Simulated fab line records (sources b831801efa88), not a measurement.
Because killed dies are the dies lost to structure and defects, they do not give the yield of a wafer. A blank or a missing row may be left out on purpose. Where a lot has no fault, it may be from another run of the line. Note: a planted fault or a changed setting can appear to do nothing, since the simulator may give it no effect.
A struck lot beside a sound one ; flow sky130 ; 15 out of 708 route steps
Sound: these wafers, L560.4, L560.5, L560.6. Wafers struck: L568.2, L568.4, L568.5. The cause comes at the end.
For every step that has rows: the tool of each side, followed by ch and its chambers, followed by its first start. Under that, the readings that differ: sound wafers ; struck wafers ; difference of the means ; sigmas: that difference in standard deviations of wafers without a fault.
alike: same words and numbers on both sides, and readings whose means sit less than 2 such deviations apart. not compared: any withheld reading, any reading some wafer has no value for, any bound like >300 that may hide the same value, and any number with overlapping values for which the record gives no deviation.
A row with sigmas, a row that says differs or no value, or rows on one side alone: a step with any of these is where the two part. Numbers that have no deviation but don't overlap get no sigmas and don't part them. A reading that every wafer of one side lacks parts them only if that side has two wafers or more.

SKY_METAL1_STRIP_20: strips in O2/N2.
  sound on plasma_asher-01 ch 0,1, day 35 07:44; struck on plasma_asher-02 ch 0,1, day 38 08:32
  alike: drypump_motor_current_A, oes_product_au, strip_time_to_endpoint_s
  not compared: rf_hours_counter_h
then, 4 steps without rows for these wafers: SKY_METAL1_STRIP_21 (strips in post etch residue remover, time 1200 s); SKY_METAL1_CLEAN_22 (cleans in IPA, time 180 s); SKY_METAL1_CLEAN_23 (cleans in O3/DIW); SKY_VIA1_HDPCVD_00 (deposits SiO2, target thk 1030 nm, time 171.7 s).
SKY_VIA1_THK_MEAS_01:
  sound on film_metro-04, day 35 08:26; struck on film_metro-03, day 38 09:16
  alike: VIA1_HDPCVD_THK
SKY_VIA1_CMP_02: polishes SiO2.
  sound on cmp-02 ch 0,1,2, day 35 08:34; struck on cmp-01 ch 0,2,3, day 38 09:25
  alike: edge_zone_pressure_frac, motor_current_A
SKY_VIA1_BOW_MEAS_03:
  sound on film_metro-03, day 35 08:49; struck on film_metro-03, day 38 09:38
  alike: VIA1_BOW
then, 4 steps without rows for these wafers: SKY_VIA1_DEHYDRATE_04 (time 60 s); SKY_VIA1_HMDS_05 (prime time 60 s); SKY_VIA1_COAT_06 (resist thk 60 nm); SKY_VIA1_COAT_07 (resist thk 450 nm).
SKY_VIA1_SOFTBAKE_08: time 90 s.
  sound on litho_track-04 ch 0, day 35 22:00; struck on litho_track-04 ch 0, day 38 21:00
reading;sound;struck;difference;sigmas
heater_power_total_W (W);58.06 58.23 58.19;61.62 61.63 61.28;+3.35;+28
run_length_s (s);118.94 118.91 119.10;105.40 105.25 105.25;-13.68;-99 or more
then, 1 step without rows for these wafers: SKY_VIA1_EXPOSE_09 (exposes mask VIM, target cd 150 nm).
-- the record jumps here: 11 days lie between the struck wafers' starts before and after (it left off in module VIA1 and takes up again in module PAD_OPEN, whose first step shown is number 708 of the route) --
SKY_PAD_OPEN_PROBE_99:
  sound on prober-01, day 47 17:51; struck on prober-01, day 49 19:55
  alike: defect_limited_yield, killed_at_M0_to_M3, killed_at_M4_up, killed_at_contacts, killed_at_front_end, killed_at_other, killed_dies, killed_on_rim, killed_open, killed_short, sort_bin_3_pad_short, sort_bin_5_function, sort_bin_6_memory, sort_n_pass, sort_yield_pct

## WHERE THEY PART
Only at SKY_VIA1_SOFTBAKE_08, as far as this record shows. Later steps at which nothing parts them and some readings are alike: SKY_PAD_OPEN_PROBE_99.

WHY: the cause the simulator had injected
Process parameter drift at SKY_VIA1_SOFTBAKE_08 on litho_track-04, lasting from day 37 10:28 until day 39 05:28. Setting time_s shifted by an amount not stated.
